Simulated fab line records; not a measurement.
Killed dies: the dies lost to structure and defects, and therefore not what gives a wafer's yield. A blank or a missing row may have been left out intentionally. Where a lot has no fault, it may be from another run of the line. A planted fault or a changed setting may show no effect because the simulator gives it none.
What tool caused it?    flow gf180mcu    Sampling: 13 lots, 39 wafers, 2 of 602 route steps

== WHAT THE GAUGES READ, wafer by wafer ==
GF_CONTACT_THK_MEAS_01.
lot   measured      on             CONTACT_CVD_00_THK (nm)
L756  day 15 20:25  film metro-02  295.9 292.1 299.4
L757  day 16 08:29  film metro-04  297.2 297.9 295.8
L758  day 16 16:51  film metro-01  299.8 295.7 300.6
L759  day 16 23:38  film metro-04  295.6 295.8 292.6
L761  day 17 15:40  film metro-02  300.6 295.3 298.1
L762  day 18 01:52  film metro-04  299.0 297.9 301.6
L763  day 18 09:05  film metro-04  301.1 304.3 302.7
L766  day 19 12:25  film metro-01  303.9 301.5 306.4
L771  day 21 08:50  film metro-04  294.3 298.1 296.8
L772  day 21 21:53  film metro-02  305.5 303.5 300.4
L773  day 21 23:17  film metro-02  298.6 300.4 299.1
L775  day 22 16:38  film metro-02  302.6 296.8 302.1
L776  day 22 21:38  film metro-02  297.2 299.4 297.9

== EACH LOT AND THE TOOL THAT RAN IT (in order: tool; ch and the chambers of the sampled wafers; start) ==
lot   GF_PSD_STRIP_10
L756  plasma asher-01 ch 1, day 14 21:03
L757  plasma asher-01 ch 1, day 15 09:06
L758  plasma asher-01 ch 0,1, day 15 17:23
L759  plasma asher-03 ch 0,1, day 15 23:30
L761  plasma asher-04 ch 0,1, day 16 15:29
L762  plasma asher-01 ch 0,1, day 17 00:55
L763  plasma asher-01 ch 0,1, day 17 08:06
L766  plasma asher-03 ch 0,1, day 18 10:19
L771  plasma asher-01 ch 0,1, day 20 07:02
L772  plasma asher-03 ch 0,1, day 20 20:38
L773  plasma asher-03 ch 0,1, day 20 22:06
L775  plasma asher-03 ch 0,1, day 21 15:32
L776  plasma asher-04 ch 0,1, day 21 21:17
- GF_PSD_STRIP_10: strips in O2/N2.

== AS READ BY THE TOOLS THEMSELVES (means over the sampled wafers that have a number; for cases with no such wafer, the mark the record gives instead) ==
GF_PSD_STRIP_10.
lot   tool             chamber pressure mTorr (mTorr)  drypump motor current A (A)  heater power w (W)  oes product au (a.u.)  platen temp c (C)  strip time to endpoint s (s)
L756  plasma asher-01  1499.0                          5.8                          355                 0.592                  250.20             16.60
L757  plasma asher-01  1499.1                          5.8                          353                 0.593                  249.89             16.52
L758  plasma asher-01  1500.6                          6.3                          333                 0.597                  250.16             16.54
L759  plasma asher-03  1499.1                          5.5                          311                 0.589                  250.16             16.51
L761  plasma asher-04  1500.4                          6.0                          387                 0.594                  249.89             16.53
L762  plasma asher-01  -                               -                            -                   -                      -                  -
L763  plasma asher-01  -                               -                            -                   -                      -                  -
L766  plasma asher-03  1500.0                          5.5                          305                 0.593                  249.75             16.57
L771  plasma asher-01  1499.7                          6.1                          343                 0.594                  249.94             16.50
L772  plasma asher-03  1499.1                          5.8                          328                 0.593                  249.91             16.51
L773  plasma asher-03  1501.0                          5.8                          323                 0.588                  249.94             16.55
L775  plasma asher-03  1499.7                          5.8                          330                 0.589                  250.15             16.57
L776  plasma asher-04  1500.9                          6.0                          384                 0.594                  250.07             16.52

== THE ANSWER, worked out from the rows above alone ==
Rule: what is usual is taken from the lots themselves. Put in order of their means at a reading, lots are off if they are a third of the lots or fewer, leave a main group of 4 or more, and stand apart from it by a gap of 3 or more times the standard deviation of the main group's means; of several such gaps the widest counts. A main group is skipped when, at the precision printed for the reading in the tables above, its means are all equal. Also off: a lot with no number at a reading for which 4 or more lots have one. Any other lot the step has rows for is counted as sound. First the gauges in route order, then the tools' own readings, where a lot's mean is used as printed above. At the first step where some lot is off, the reading lying furthest off is the one used; lots without a number count as furthest.
Off at GF_PSD_STRIP_10 (chamber pressure mTorr): L762, L763. Without a number there: L762, L763. Main group: mean 1499.9 mTorr, sd 0.72.
If a tool, at that step or one of the process steps before it, ran each lot that is off and ran no sound lot following the first of them, it fits. None of those tried fits.

== WHAT THE SIMULATOR HAD INSERTED ==
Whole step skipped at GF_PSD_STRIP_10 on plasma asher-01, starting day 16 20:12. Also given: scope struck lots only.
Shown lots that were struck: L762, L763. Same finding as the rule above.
